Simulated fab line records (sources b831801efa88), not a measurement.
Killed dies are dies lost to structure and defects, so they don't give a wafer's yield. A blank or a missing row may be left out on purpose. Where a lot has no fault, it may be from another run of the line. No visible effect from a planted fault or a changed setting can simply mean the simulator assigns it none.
Which of the tools did it? :: flow sfqLine :: at 1 step of a route of 325, 13 lots with 39 wafers sampled

## WHAT THE GAUGES READ, wafer by wafer
The record holds no reading of a measuring or inspecting step that can be judged against a usual standard deviation.

## WHICH TOOL RAN EACH LOT (tool, then ch and the chambers of the sampled wafers, then the start)
lot: L915
SFQ_TRILAYER_M5_BARC_OPEN_METAL_ETCH_161: rieMetal-04 ch 0, day 49 17:38

lot: L916
SFQ_TRILAYER_M5_BARC_OPEN_METAL_ETCH_161: rieMetal-04 ch 0,1, day 49 18:58

lot: L917
SFQ_TRILAYER_M5_BARC_OPEN_METAL_ETCH_161: rieMetal-03 ch 0,1, day 50 02:49

lot: L918
SFQ_TRILAYER_M5_BARC_OPEN_METAL_ETCH_161: rieMetal-03 ch 0,1, day 50 04:02

lot: L919
SFQ_TRILAYER_M5_BARC_OPEN_METAL_ETCH_161: rieMetal-01 ch 0,1, day 55 09:07

lot: L920
SFQ_TRILAYER_M5_BARC_OPEN_METAL_ETCH_161: rieMetal-01 ch 0,1, day 55 19:53

lot: L922
SFQ_TRILAYER_M5_BARC_OPEN_METAL_ETCH_161: rieMetal-04 ch 0,1, day 56 02:01

lot: L923
SFQ_TRILAYER_M5_BARC_OPEN_METAL_ETCH_161: rieMetal-01 ch 0, day 56 18:50

lot: L925
SFQ_TRILAYER_M5_BARC_OPEN_METAL_ETCH_161: rieMetal-01 ch 0,1, day 58 19:33

lot: L927
SFQ_TRILAYER_M5_BARC_OPEN_METAL_ETCH_161: rieMetal-03 ch 0,1, day 63 15:04

lot: L932
SFQ_TRILAYER_M5_BARC_OPEN_METAL_ETCH_161: rieMetal-03 ch 0,1, day 64 21:43

lot: L934
SFQ_TRILAYER_M5_BARC_OPEN_METAL_ETCH_161: rieMetal-03 ch 0,1, day 65 00:07

lot: L937
SFQ_TRILAYER_M5_BARC_OPEN_METAL_ETCH_161: rieMetal-04 ch 0,1, day 66 02:04
- SFQ_TRILAYER_M5_BARC_OPEN_METAL_ETCH_161: etches BARC in O2, target depth 125 nm, time 41.7 s.

## AS READ BY THE TOOLS THEMSELVES (means over the sampled wafers that have a number; for cases with no such wafer, the mark the record gives instead)
SFQ_TRILAYER_M5_BARC_OPEN_METAL_ETCH_161. Usual: drypumpMotorCurrentA 5.9 A, standard deviation 0.52; oesProductAu 0.685 a.u., standard deviation 0.0044; runLengthS 69.7 s, standard deviation 0.48.
lot: L915
tool: rieMetal-04
drypumpMotorCurrentA (A): 6.2
oesProductAu (a.u.): 0.686
runLengthS (s): 70.1
flag: 

lot: L916
tool: rieMetal-04
drypumpMotorCurrentA (A): 5.8
oesProductAu (a.u.): 0.684
runLengthS (s): 70.0
flag: 

lot: L917
tool: rieMetal-03
drypumpMotorCurrentA (A): 6.4
oesProductAu (a.u.): 0.683
runLengthS (s): 69.5
flag: 

lot: L918
tool: rieMetal-03
drypumpMotorCurrentA (A): 6.4
oesProductAu (a.u.): 0.689
runLengthS (s): 69.2
flag: 

lot: L919
tool: rieMetal-01
drypumpMotorCurrentA (A): 6.0
oesProductAu (a.u.): 0.685
runLengthS (s): 69.8
flag: 

lot: L920
tool: rieMetal-01
drypumpMotorCurrentA (A): 5.9
oesProductAu (a.u.): 0.686
runLengthS (s): 69.6
flag: 

lot: L922
tool: rieMetal-04
drypumpMotorCurrentA (A): 5.8
oesProductAu (a.u.): 0.683
runLengthS (s): 70.3
flag: 

lot: L923
tool: rieMetal-01
drypumpMotorCurrentA (A): 5.9
oesProductAu (a.u.): 0.687
runLengthS (s): 70.0
flag: 

lot: L925
tool: rieMetal-01
drypumpMotorCurrentA (A): 6.0
oesProductAu (a.u.): 0.686
runLengthS (s): 69.5
flag: 

lot: L927
tool: rieMetal-03
drypumpMotorCurrentA (A): 6.4
oesProductAu (a.u.): 0.686
runLengthS (s): 69.0
flag: 

lot: L932
tool: rieMetal-03
drypumpMotorCurrentA (A): 6.3
oesProductAu (a.u.): 0.689
runLengthS (s): 69.5
flag: 

lot: L934
tool: rieMetal-03
drypumpMotorCurrentA (A): 6.4
oesProductAu (a.u.): 0.676
runLengthS (s): 69.9
flag: 

lot: L937
tool: rieMetal-04
drypumpMotorCurrentA (A): 5.4
oesProductAu (a.u.): 0.687
runLengthS (s): 69.9
flag: 

## THE ANSWER, worked out from the rows above alone
Rule: take the mean of a lot's wafers that have a number; if it is more than 3 standard deviations from the usual mean, the lot is off. A lot without any number at a reading at which 4 lots or more have one is off too. All remaining lots with rows at the step are treated as sound. First the gauges in route order, then the tools' own readings, where a lot's mean is used as printed above. At the first step where some lot is off, the reading lying furthest off is the one used; lots without a number count as furthest.
Across all readings shown, no lot is off: no conclusion can be drawn from this.

## WHAT THE SIMULATOR PUT IN
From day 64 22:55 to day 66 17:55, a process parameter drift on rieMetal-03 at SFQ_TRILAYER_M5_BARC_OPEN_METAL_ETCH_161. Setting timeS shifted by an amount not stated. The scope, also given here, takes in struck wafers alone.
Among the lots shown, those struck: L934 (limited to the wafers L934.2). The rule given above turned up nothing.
